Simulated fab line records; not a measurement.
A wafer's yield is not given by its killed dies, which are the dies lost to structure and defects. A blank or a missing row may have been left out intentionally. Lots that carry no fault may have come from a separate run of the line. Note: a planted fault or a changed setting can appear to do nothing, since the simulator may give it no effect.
fab line records | flow gf180mcu
record: lots: 24 wafers: 72 lastDay: 34
route steps=602 shown STI@3 NWELL@52 PSD@256 SAB@273 V1@337 V3@443
lots that met no fault: from a run of the same line without faults
startH: hours from the record's first day to the start of the lot's first wafer shown | waitH: time in hours since the lot's previous step | " as in the row above | L1.1+2: a single row standing in for several wafers | - value missing, or start not given | * or withheld: withheld | < > ~ a bound
route shown NAME@n: names a module that has steps shown in the file, with the first one's number in the route | usual: mean and standard deviation over wafers with no fault | same: alike in all rows | chamber/n: place in a boat | sites: the reading at each site | _std_site: the values' standard deviation | _edge_site: mean of outer sites minus mean of inner sites | radiusMm: for every site, how far away it sits from the centre of the wafer | mask NAME#n: copy n | behind: tool/chamber where the wafer was last shaped | hold: why the lot was held/for how many hours/how that ended | device: names the non-switching transistor (n, p or np) | end of line: the tests these same wafers got at the end of their route | a step with no rows: only its recipe | killed: count of dies lost to structure and defects at first sort (not the wafer's yield) | map: dies across one wafer; x = killed, . = not, _ = none there
set.NAME: the setting as run; set.NAME@STEP: as run at that earlier step | model.NAME: the simulator's own value behind a step, which no gauge read
steps of the route over a sample of lots; a table a step, a row a wafer
services: a tool's chamber out of use, with start hour (startH, from the record's first day; less than 0 if before it), hours out, and reason
== steps ==
step: GF_STI_THK_MEAS_02
recipe: reads: SiO2_of_STI_OXIDATION_01
usual: STI_OXIDATION_THK: 10.06/0.16
columns lot.wafer tool chamber startH waitH STI_OXIDATION_THK[nm]
L074.2 filmMetro-04 - 11.57 0.0 10.02
L074.3 " - " " 9.94
L074.5 " - " " 10.01
L075.1 filmMetro-04 - 17.47 0.0 10.06
L075.2 " - " " 9.85
L075.4 " - " " 9.71
L076.1 filmMetro-04 - 22.42 0.0 9.86
L076.3 " - " " 9.81
L076.4 " - " " 9.91
L077.2 filmMetro-04 - 26.52 0.0 9.91
L077.4 " - " " 9.74
L077.6 " - " " 9.76
L078.1 filmMetro-04 - 32.97 0.0 10.22
L078.3 " - " " 10.05
L078.5 " - " " 10.07
L079.1 filmMetro-04 - 36.57 0.0 9.87
L079.4 " - " " 9.96
L079.6 " - " " 9.91
L080.1 filmMetro-04 - 41.51 0.0 10.12
L080.2 " - " " 10.16
L080.3 " - " " 10.15
L081.1 filmMetro-02 - 47.47 0.0 9.84
L081.3 " - " " 10.13
L081.4 " - " " 9.80
L082.1 filmMetro-02 - 51.51 0.0 10.10
L082.4 " - " " 10.13
L082.6 " - " " 10.38
L083.1 filmMetro-04 - 56.51 0.0 9.95
L083.2 " - " " 9.95
L083.6 " - " " 10.00
L084.2 filmMetro-01 - 61.66 0.0 10.18
L084.4 " - " " 10.35
L084.6 " - " " 10.53
L085.2 filmMetro-04 - 67.60 0.0 10.27
L085.3 " - " " 10.21
L085.6 " - " " 10.34
L086.1 filmMetro-02 - 71.51 0.0 10.06
L086.4 " - " " 9.94
L086.6 " - " " 10.00
L087.3 filmMetro-04 - 76.82 0.0 10.08
L087.5 " - " " 10.17
L087.6 " - " " 10.02
L088.1 filmMetro-02 - 81.51 0.0 10.25
L088.2 " - " " 10.26
L088.3 " - " " 10.16
L089.2 filmMetro-01 - 86.52 0.0 10.19
L089.3 " - " " 10.20
L089.6 " - " " 10.15
L090.1 filmMetro-01 - 91.51 0.0 9.92
L090.2 " - " " 9.99
L090.3 " - " " 9.89
L091.2 filmMetro-01 - 96.52 0.0 10.38
L091.3 " - " " 10.32
L091.5 " - " " 10.12
L092.2 filmMetro-04 - 102.63 0.0 10.11
L092.5 " - " " 9.84
L092.6 " - " " 9.99
L093.2 filmMetro-01 - 106.65 0.0 10.11
L093.3 " - " " 10.12
L093.4 " - " " 10.03
L094.2 filmMetro-01 - 111.52 0.0 9.72
L094.3 " - " " 10.10
L094.6 " - " " 10.01
L095.1 filmMetro-02 - 116.51 0.0 10.19
L095.2 " - " " 10.21
L095.5 " - " " 10.02
L096.2 filmMetro-04 - 121.54 0.0 10.04
L096.3 " - " " 10.02
L096.4 " - " " 10.16
L097.1 filmMetro-04 - 126.68 0.0 10.22
L097.3 " - " " 10.13
L097.4 " - " " 10.17
step: GF_NWELL_STRIP_10
recipe: chemistry: O2/N2 powerW: 1400 pressureMtorr: 1500 platenTempC: 250 o2FlowSccm: 3000 n2FlowSccm: 300 overashFraction: 0.5
usual: drypumpMotorCurrentA: 5.9/0.48 heaterPowerW: 333/28 oesProductAu: 0.722/0.0038 stripTimeToEndpointS: 36.94/0.13
columns lot.wafer tool chamber startH waitH drypumpMotorCurrentA heaterPowerW oesProductAu rfHoursCounterH stripTimeToEndpointS
L074.2 plasmaAsher-04 1 54.65 0.1 6.2 381 0.725 27 37.05
L074.3 " 1 " " 6.2 379 0.725 - 37.07
L074.5 " 0 " " 5.8 324 0.722 - 37.05
L075.1 plasmaAsher-04 0 62.45 0.1 5.8 329 0.719 28 37.10
L075.2 " 1 " " 6.2 386 0.723 28 37.02
L075.4 " 1 " " 6.2 386 0.723 - 36.91
L076.1 plasmaAsher-02 1 67.05 0.1 6.7 314 0.723 43 37.06
L076.3 " 0 " " 5.8 363 0.719 - 37.09
L076.4 " 1 " " 6.6 305 0.720 - 37.05
L077.2 plasmaAsher-02 0 71.60 0.1 5.8 360 0.719 44 37.20
L077.4 " 0 " " 5.8 347 0.723 - 37.24
L077.6 " 1 " " 6.6 306 0.726 - 37.24
L078.1 plasmaAsher-02 1 78.51 0.1 6.7 309 0.725 44 37.05
L078.3 " 1 " " 6.7 307 0.719 - 36.93
L078.5 " 0 " " 5.8 353 0.727 - 37.02
L079.1 plasmaAsher-04 0 81.95 0.1 5.8 326 0.719 30 37.06
L079.4 " 0 " " 5.8 331 0.721 - 37.07
L079.6 " 0 " " 5.8 323 0.718 - 37.11
L080.1 plasmaAsher-02 1 87.26 0.1 6.7 303 0.718 45 37.04
L080.2 " 0 " " 5.8 356 0.716 45 36.91
L080.3 " 0 " " 5.8 355 0.719 - 36.94
L081.1 plasmaAsher-01 1 96.55 0.1 5.2 297 0.719 43 36.75
L081.3 " 0 " " 5.6 329 0.722 - 36.76
L081.4 " 1 " " 5.2 299 0.720 - 36.88
L082.1 plasmaAsher-01 0 98.20 0.1 5.6 335 0.726 43 36.95
L082.4 " 1 " " 5.2 297 0.725 - 36.98
L082.6 " 1 " " 5.2 293 0.723 - 36.93
L083.1 plasmaAsher-01 0 102.75 0.1 5.6 339 0.725 44 36.77
L083.2 " 1 " " 5.2 303 0.724 44 36.79
L083.6 " 0 " " 5.6 342 0.736 - 36.81
L084.2 plasmaAsher-04 0 112.00 0.1 5.8 322 0.719 33 36.89
L084.4 " 0 " " 5.8 323 0.721 - 36.84
L084.6 " 0 " " 5.8 315 0.726 - 36.77
L085.2 plasmaAsher-04 0 115.60 0.1 5.8 334 0.717 33 36.90
L085.3 " 0 " " 5.8 336 0.715 - 36.97
L085.6 " 0 " " 5.8 321 0.725 - 36.86
L086.1 plasmaAsher-01 1 120.45 0.1 5.2 295 0.714 46 36.85
L086.4 " 1 " " 5.2 302 0.720 - 36.93
L086.6 " 0 " " 5.5 336 0.724 - 37.04
L087.3 plasmaAsher-01 1 127.19 0.1 5.2 310 0.729 - 36.88
L087.5 " 1 " " 5.2 294 0.728 - 36.99
L087.6 " 0 " " 5.6 342 0.726 - 36.91
L088.1 plasmaAsher-01 0 130.25 0.1 5.6 338 0.725 47 37.18
L088.2 " 1 " " 5.2 297 0.718 47 37.04
L088.3 " 0 " " 5.6 339 0.721 - 37.13
L089.2 plasmaAsher-04 1 137.65 0.1 6.2 386 0.721 36 36.82
L089.3 " 0 " " 5.8 321 0.727 - 36.80
L089.6 " 0 " " 5.8 323 0.718 - 36.76
L090.1 plasmaAsher-04 1 142.85 0.1 6.2 386 0.717 36 36.76
L090.2 " 0 " " 5.8 326 0.721 36 36.80
L090.3 " 1 " " 6.2 379 0.720 - 36.78
L091.2 plasmaAsher-01 1 147.35 0.1 5.2 302 0.716 49 36.94
L091.3 " 0 " " 5.6 339 0.719 - 36.81
L091.5 " 1 " " 5.2 302 0.728 - 36.86
L092.2 plasmaAsher-02 0 155.15 0.1 5.8 360 0.720 53 36.89
L092.5 " 1 " " 6.7 307 0.724 - 36.90
L092.6 " 0 " " 5.8 348 0.727 - 36.96
L093.2 plasmaAsher-02 0 159.90 0.1 5.8 361 0.723 53 36.98
L093.3 " 1 " " 6.7 302 0.715 - 37.01
L093.4 " 0 " " 5.8 350 0.718 - 37.02
L094.2 plasmaAsher-02 0 164.95 0.1 5.8 352 0.716 54 36.95
L094.3 " 1 " " 6.7 313 0.726 - 36.81
L094.6 " 1 " " 6.6 307 0.723 - 36.90
L095.1 plasmaAsher-02 0 170.45 0.1 5.8 349 0.718 54 37.02
L095.2 " 1 " " 6.7 309 0.723 54 37.12
L095.5 " 0 " " 5.8 347 0.721 - 36.95
L096.2 plasmaAsher-02 1 176.45 0.1 6.7 314 0.722 55 36.88
L096.3 " 0 " " 5.8 343 0.722 - 36.92
L096.4 " 1 " " 6.7 312 0.721 - 36.90
L097.1 plasmaAsher-01 1 182.35 0.1 5.2 291 0.719 52 36.83
L097.3 " 1 " " 5.2 299 0.730 - 36.87
L097.4 " 0 " " 5.6 336 0.717 - 36.82
step: GF_PSD_OVL_MEAS_08
usual: PSD_OVL: -0.1/1.4
columns lot.wafer tool chamber startH waitH PSD_OVL[nm]
L074.2 overlay-02 - 313.84 0.1 -0.2
L074.3 " - " " 0.5
L074.5 " - " " -0.6
L075.1 overlay-01 - 325.13 0.1 1.1
L075.2 " - " " 0.2
L075.4 " - " " 2.0
L076.1 overlay-01 - 335.59 0.1 -1.6
L076.3 " - " " -2.3
L076.4 " - " " -2.8
L077.2 overlay-01 - 340.04 0.1 -1.4
L077.4 " - " " -0.2
L077.6 " - " " -1.5
L078.1 overlay-01 - 352.53 0.1 -0.6
L078.3 " - " " 1.2
L078.5 " - " " 0.3
L079.1 overlay-01 - 359.43 0.1 -1.5
L079.4 " - " " -1.4
L079.6 " - " " -0.5
L080.1 overlay-02 - 366.29 0.1 1.8
L080.2 " - " " 2.1
L080.3 " - " " 2.3
L081.1 overlay-01 - 389.23 0.1 1.6
L081.3 " - " " 1.2
L081.4 " - " " 0.2
L082.1 overlay-02 - 391.68 0.1 0.2
L082.4 " - " " 1.0
L082.6 " - " " -0.4
L083.1 overlay-01 - 397.83 0.1 -3.5
L083.2 " - " " -0.7
L083.6 " - " " -0.6
L084.2 overlay-01 - 410.99 0.1 1.1
L084.4 " - " " 3.7
L084.6 " - " " -0.1
L086.1 overlay-02 - 423.28 0.1 -0.4
L086.4 " - " " 0.3
L086.6 " - " " 3.7
L085.2 overlay-02 - 423.94 0.1 -0.3
L085.3 " - " " 0.9
L085.6 " - " " 0.6
L087.3 overlay-01 - 433.99 0.1 -0.6
L087.5 " - " " 1.4
L087.6 " - " " 0.8
L088.1 overlay-02 - 442.18 0.1 -3.3
L088.2 " - " " -1.6
L088.3 " - " " -3.3
L090.1 overlay-02 - 454.93 0.1 0.0
L090.2 " - " " 0.3
L090.3 " - " " -1.0
L089.2 overlay-01 - 456.18 0.1 0.6
L089.3 " - " " -0.8
L089.6 " - " " -0.5
L091.2 overlay-01 - 463.19 0.1 0.9
L091.3 " - " " -0.4
L091.5 " - " " -0.8
L092.2 overlay-02 - 469.89 0.1 1.4
L092.5 " - " " 4.5
L092.6 " - " " 0.9
L093.2 overlay-01 - 477.43 0.1 0.8
L093.3 " - " " 0.7
L093.4 " - " " -1.4
L094.2 overlay-02 - 488.98 0.1 -3.1
L094.3 " - " " -1.4
L094.6 " - " " -2.2
L095.1 overlay-01 - 495.25 0.1 0.4
L095.2 " - " " 0.4
L095.5 " - " " -1.0
L096.2 overlay-01 - 501.78 0.1 -0.3
L096.3 " - " " 0.3
L096.4 " - " " -1.4
L097.1 overlay-02 - 511.63 0.1 -1.1
L097.3 " - " " 1.5
L097.4 " - " " 0.2
step: GF_SAB_CD_MEAS_09
recipe: targetCdNm: 420
usual: cdNm: 420.4/1.9
columns lot.wafer tool chamber startH waitH cdNm
L074.2 cdSem-02 - 335.44 0.1 421.8
L074.3 " - " " 420.2
L074.5 " - " " 419.5
L075.1 cdSem-02 - 347.06 0.1 423.6
L075.2 " - " " 422.0
L075.4 " - " " 421.6
L076.1 cdSem-02 - 358.77 0.1 416.3
L076.3 " - " " 416.5
L076.4 " - " " 418.1
L077.2 cdSem-01 - 363.13 0.1 420.9
L077.4 " - " " 420.4
L077.6 " - " " 420.9
L078.1 cdSem-01 - 375.02 0.1 420.4
L078.3 " - " " 421.7
L078.5 " - " " 419.4
L079.1 cdSem-02 - 381.96 0.1 420.5
L079.4 " - " " 421.5
L079.6 " - " " 421.4
L080.1 cdSem-01 - 389.41 0.1 418.9
L080.2 " - " " 421.2
L080.3 " - " " 420.4
L081.1 cdSem-02 - 413.16 0.1 422.1
L081.3 " - " " 419.5
L081.4 " - " " 421.2
L082.1 cdSem-02 - 415.81 0.1 424.3
L082.4 " - " " 423.1
L082.6 " - " " 421.8
L083.1 cdSem-02 - 422.21 0.1 418.4
L083.2 " - " " 419.7
L083.6 " - " " 420.5
L084.2 cdSem-02 - 435.68 0.1 421.2
L084.4 " - " " 421.5
L084.6 " - " " 417.4
L086.1 cdSem-01 - 448.46 0.1 423.0
L086.4 " - " " 423.4
L086.6 " - " " 424.9
L085.2 cdSem-01 - 449.63 0.1 421.3
L085.3 " - " " 419.6
L085.6 " - " " 422.3
L087.3 cdSem-01 - 458.95 0.1 421.8
L087.5 " - " " 422.0
L087.6 " - " " 422.4
L088.1 cdSem-01 - 467.26 0.1 419.4
L088.2 " - " " 419.6
L088.3 " - " " 419.3
L090.1 cdSem-01 - 479.31 0.1 419.8
L090.2 " - " " 418.5
L090.3 " - " " 420.0
L089.2 cdSem-01 - 480.53 0.1 418.1
L089.3 " - " " 417.7
L089.6 " - " " 416.9
L091.2 cdSem-02 - 487.98 0.1 420.7
L091.3 " - " " 420.3
L091.5 " - " " 421.8
L092.2 cdSem-01 - 494.38 0.1 420.0
L092.5 " - " " 420.7
L092.6 " - " " 423.2
L093.2 cdSem-02 - 501.48 0.1 419.4
L093.3 " - " " 421.6
L093.4 " - " " 419.4
L094.2 cdSem-02 - 513.28 0.1 417.3
L094.3 " - " " 420.0
L094.6 " - " " 418.5
L095.1 cdSem-01 - 518.96 0.1 418.8
L095.2 " - " " 417.6
L095.5 " - " " 418.5
L096.2 cdSem-01 - 525.28 0.1 421.3
L096.3 " - " " 419.2
L096.4 " - " " 422.4
L097.1 cdSem-01 - 535.23 0.2 421.5
L097.3 " - " " 418.2
L097.4 " - " " 423.6
step: GF_V1_CVD_02
recipe: material: SiO2 targetThkNm: 850 precursor: TEOS tempC: 400 timeS: 94.851 rfW: 600
usual: heaterPowerW: 713/140
columns lot.wafer tool chamber startH waitH heaterPowerW
L074.2 pecvd-04 0 384.29 0.0 600
L074.3 " 1 " " 609
L074.5 " 0 " " 661
L075.1 pecvd-01 2 395.80 0.1 647
L075.2 " 0 " " 859
L075.4 " 0 " " 950
L076.1 pecvd-01 0 409.02 0.1 860
L076.3 " 2 " " 664
L076.4 " 0 " " 916
L077.2 pecvd-01 2 413.01 0.0 626
L077.4 " 2 " " 645
L077.6 " 1 " " 547
L078.1 pecvd-01 0 425.51 0.1 984
L078.3 " 2 " " 583
L078.5 " 2 " " 623
L079.1 pecvd-02 2 432.61 0.1 628
L079.4 " 1 " " 719
L079.6 " 2 " " 491
L080.1 pecvd-01 0 441.27 0.1 989
L080.2 " 1 " " 652
L080.3 " 2 " " 623
L081.1 pecvd-04 1 466.36 0.1 627
L081.3 " 0 " " 563
L081.4 " 1 " " 662
L082.1 pecvd-02 0 468.57 0.1 680
L082.4 " 1 " " 801
L082.6 " 2 " " 639
L083.1 pecvd-02 2 475.11 0.1 515
L083.2 " 0 " " 638
L083.6 " 1 " " 642
L084.2 pecvd-01 2 488.79 0.0 677
L084.4 " 0 " " 949
L084.6 " 2 " " 536
L086.1 pecvd-02 1 500.41 0.1 701
L086.4 " 0 " " 561
L086.6 " 2 " " 500
L085.2 pecvd-01 1 501.23 0.0 670
L085.3 " 2 " " 652
L085.6 " 2 " " 679
L087.3 pecvd-01 1 511.42 0.0 588
L087.5 " 2 " " 546
L087.6 " 0 " " 949
L088.1 pecvd-04 0 519.43 0.1 560
L088.2 " 2 " " 892
L088.3 " 1 " " 551
L090.1 pecvd-01 2 529.55 0.1 674
L090.2 " 0 " " 912
L090.3 " 1 " " 685
L089.2 pecvd-01 0 531.61 0.0 890
L089.3 " 2 " " 579
L089.6 " 2 " " 643
L091.2 pecvd-01 1 537.93 0.0 551
L091.3 " 0 " " 978
L091.5 " 0 " " 1032
L092.2 pecvd-01 0 544.64 0.0 1017
L092.5 " 0 " " 857
L092.6 " 2 " " 694
L093.2 pecvd-04 2 551.52 0.0 797
L093.3 " 1 " " 595
L093.4 " 0 " " 616
L094.2 pecvd-01 0 563.32 0.0 935
L094.3 " 1 " " 664
L094.6 " 0 " " 982
L095.1 pecvd-01 2 568.61 0.1 606
L095.2 " 0 " " 1056
L095.5 " 0 " " 840
L096.2 pecvd-01 2 574.47 0.0 654
L096.3 " 0 " " 888
L096.4 " 1 " " 677
L097.1 pecvd-01 1 583.71 0.1 665
L097.3 " 2 " " 666
L097.4 " 2 " " 541
step: GF_V3_CD_MEAS_14
recipe: targetCdNm: 260
usual: cdNm: 260.0/1.2
columns lot.wafer tool chamber startH waitH cdNm
L074.2 cdSem-02 - 511.88 0.1 257.1
L074.3 " - " " 258.5
L074.5 " - " " 259.3
L075.1 cdSem-01 - 522.36 0.1 259.6
L075.2 " - " " 259.4
L075.4 " - " " 259.6
L076.1 cdSem-01 - 535.11 0.1 261.2
L076.3 " - " " 260.5
L076.4 " - " " 260.9
L077.2 cdSem-01 - 538.58 0.1 260.4
L077.4 " - " " 260.0
L077.6 " - " " 259.2
L078.1 cdSem-01 - 550.81 0.1 260.5
L078.3 " - " " 260.1
L078.5 " - " " 260.8
L079.1 cdSem-01 - 555.66 0.1 258.2
L079.4 " - " " 258.6
L079.6 " - " " 258.8
L080.1 cdSem-02 - 564.71 0.1 260.3
L080.2 " - " " 259.0
L080.3 " - " " 260.9
L081.1 cdSem-02 - 587.81 0.1 260.8
L081.3 " - " " 260.7
L081.4 " - " " 260.4
L082.1 cdSem-02 - 589.46 0.1 261.5
L082.4 " - " " 260.5
L082.6 " - " " 260.2
L083.1 cdSem-02 - 595.11 0.1 261.2
L083.2 " - " " 260.1
L083.6 " - " " 258.9
L084.2 cdSem-02 - 606.18 0.1 261.5
L084.4 " - " " 260.4
L084.6 " - " " 260.3
L086.1 cdSem-01 - 616.96 0.1 258.8
L086.4 " - " " 260.0
L086.6 " - " " 259.5
L085.2 cdSem-02 - 617.93 0.1 264.5
L085.3 " - " " 262.9
L085.6 " - " " 263.4
L087.3 cdSem-01 - 626.55 0.1 259.6
L087.5 " - " " 259.4
L087.6 " - " " 260.1
L088.1 cdSem-02 - 633.41 0.1 261.5
L088.2 " - " " 261.5
L088.3 " - " " 259.9
L090.1 cdSem-02 - 642.76 0.1 260.8
L090.2 " - " " 260.1
L090.3 " - " " 259.9
L089.2 cdSem-01 - 644.33 0.1 258.3
L089.3 " - " " 257.6
L089.6 " - " " 259.2
L091.2 cdSem-01 - 649.58 0.1 261.1
L091.3 " - " " 260.4
L091.5 " - " " 260.0
L092.2 cdSem-02 - 657.28 0.1 257.8
L092.5 " - " " 258.9
L092.6 " - " " 258.5
L093.2 cdSem-01 - 662.03 0.1 258.5
L093.3 " - " " 260.3
L093.4 " - " " 258.1
L094.2 cdSem-01 - 672.43 0.1 259.4
L094.3 " - " " 260.3
L094.6 " - " " 259.4
L095.1 cdSem-02 - 676.66 0.1 260.5
L095.2 " - " " 261.0
L095.5 " - " " 261.1
L096.2 cdSem-01 - 682.73 0.1 260.2
L096.3 " - " " 260.0
L096.4 " - " " 259.8
L097.1 cdSem-02 - 690.03 0.2 258.0
L097.3 " - " " 259.5
L097.4 " - " " 258.3
== services ==
columns tool chamber startH hours kind
plasmaAsher-04 - 34.75 1.2 repair
plasmaAsher-04 - 38.60 1.3 repair
pecvd-02 - 94.29 0.8 repair
pecvd-01 0 138.77 3.0 repair
pecvd-02 2 153.83 5.7 repair
plasmaAsher-04 - 157.80 1.8 repair
pecvd-04 - 160.62 14.0 pm
pecvd-01 0 181.16 2.5 repair
plasmaAsher-04 - 191.20 8.5 repair
plasmaAsher-02 - 259.01 2.8 pm
pecvd-01 0 272.41 7.1 repair
pecvd-01 - 287.17 0.6 repair
plasmaAsher-04 - 306.26 1.1 repair
pecvd-01 - 307.34 1.2 repair
plasmaAsher-04 - 317.83 1.8 repair
plasmaAsher-02 - 373.59 12.5 repair
plasmaAsher-02 - 378.68 1.8 repair
pecvd-01 - 379.10 6.0 pm
plasmaAsher-04 - 386.16 1.1 repair
plasmaAsher-01 - 421.25 9.0 pm
pecvd-01 - 461.57 0.9 repair
plasmaAsher-04 - 474.93 1.0 repair
plasmaAsher-04 - 521.70 2.8 pm
pecvd-01 - 539.59 0.5 repair
== key ==
fault none
